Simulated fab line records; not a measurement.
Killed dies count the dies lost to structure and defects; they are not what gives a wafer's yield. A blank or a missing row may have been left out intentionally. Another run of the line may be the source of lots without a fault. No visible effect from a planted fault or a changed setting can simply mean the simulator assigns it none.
What tool caused it? | flow sfq_line | 42 wafers from 14 lots sampled at 2 of the route's 325 steps

== WHAT THE GAUGES READ, wafer by wafer ==
SFQ_I2_BOW_MEAS_917. Usual: I2_BOW typically reads 2 um, with standard deviation 8.2.
lot  | measured     | on            | I2_BOW (um) | flag
L547 | day 32 14:55 | film_metro-04 | -15 -2 5    |
L548 | day 32 20:55 | film_metro-04 | 6 6 11      |
L549 | day 33 05:18 | film_metro-01 | -7 -18 -15  |
L550 | day 33 23:35 | film_metro-02 | -1 1 7      |
L551 | day 34 06:40 | film_metro-04 | -8 -1 -5    |
L553 | day 37 00:41 | film_metro-02 | 9 20 16     |
L554 | day 37 01:58 | film_metro-04 | -2 -4 -1    |
L555 | day 37 06:40 | film_metro-04 | -10 3 11    |
L556 | day 37 12:40 | film_metro-02 | 1 6 6       |
L557 | day 38 01:56 | film_metro-01 | 6 14 8      |
L558 | day 38 13:56 | film_metro-02 | -14 -13 -11 |
L560 | day 39 01:17 | film_metro-02 | -5 8 -10    |
L567 | day 41 14:17 | film_metro-01 | -6 4 7      |
L568 | day 41 23:12 | film_metro-01 | 7 3 8       |

== WHAT TOOL EACH LOT RAN ON (gives the tool, then ch and the chambers of the sampled wafers, and finally the start) ==
lot  | SFQ_TRILAYER_L0_VIA_LITHO_COAT_013
L547 | litho_track-03 ch 0, day 4 20:11
L548 | litho_track-04 ch 0, day 5 04:05
L549 | litho_track-03 ch 0, day 5 11:17
L550 | litho_track-03 ch 0, day 5 16:14
L551 | litho_track-04 ch 0, day 5 21:23
L553 | litho_track-03 ch 0, day 6 08:14
L554 | litho_track-04 ch 0, day 6 12:08
L555 | litho_track-01 ch 0, day 6 20:11
L556 | litho_track-01 ch 0, day 7 03:23
L557 | litho_track-03 ch 0, day 7 10:35
L558 | litho_track-01 ch 0, day 7 14:53
L560 | litho_track-01 ch 0, day 8 03:23
L567 | litho_track-04 ch 0, day 10 07:29
L568 | litho_track-01 ch 0, day 10 13:31
- SFQ_TRILAYER_L0_VIA_LITHO_COAT_013: resist thk 650 nm.

== AS READ BY THE TOOLS THEMSELVES (means over the sampled wafers that have a number; for cases with no such wafer, the mark the record gives instead) ==
SFQ_TRILAYER_L0_VIA_LITHO_COAT_013. Usual: spin_speed_rpm reads 3000.1 rpm (standard deviation 1.9).
lot  | tool           | spin_speed_rpm (rpm) | flag
L547 | litho_track-03 | 2999.7               |
L548 | litho_track-04 | 2997.6               |
L549 | litho_track-03 | 2998.5               |
L550 | litho_track-03 | 2999.1               |
L551 | litho_track-04 | 3000.9               |
L553 | litho_track-03 | 3003.4               |
L554 | litho_track-04 | 3001.5               |
L555 | litho_track-01 | 3000.1               |
L556 | litho_track-01 | 3001.8               |
L557 | litho_track-03 | 2999.3               |
L558 | litho_track-01 | 2524.7               | OFF
L560 | litho_track-01 | 2521.0               | OFF
L567 | litho_track-04 | 3001.0               |
L568 | litho_track-01 | 2999.6               |

== THE ANSWER, worked out from the rows above alone ==
Rule: a lot counts as off when the mean over its wafers that have a number is more than 3 standard deviations away from the usual mean. A lot without any number at a reading at which 4 lots or more have one is off too. Where the step has rows for the other lots, those lots are counted as sound. The gauges are gone through in route order, then the tools' own readings, and for those a lot's mean is taken as printed above. At the first step where some lot is off, the reading lying furthest off is the one used; lots without a number count as furthest.
Off at SFQ_TRILAYER_L0_VIA_LITHO_COAT_013 (spin_speed_rpm): L558, L560.
If a tool, at that step or one of the process steps before it, ran each lot that is off and ran no sound lot following the first of them, it fits. Of those tried, none fits.

== WHAT THE SIMULATOR PUT IN ==
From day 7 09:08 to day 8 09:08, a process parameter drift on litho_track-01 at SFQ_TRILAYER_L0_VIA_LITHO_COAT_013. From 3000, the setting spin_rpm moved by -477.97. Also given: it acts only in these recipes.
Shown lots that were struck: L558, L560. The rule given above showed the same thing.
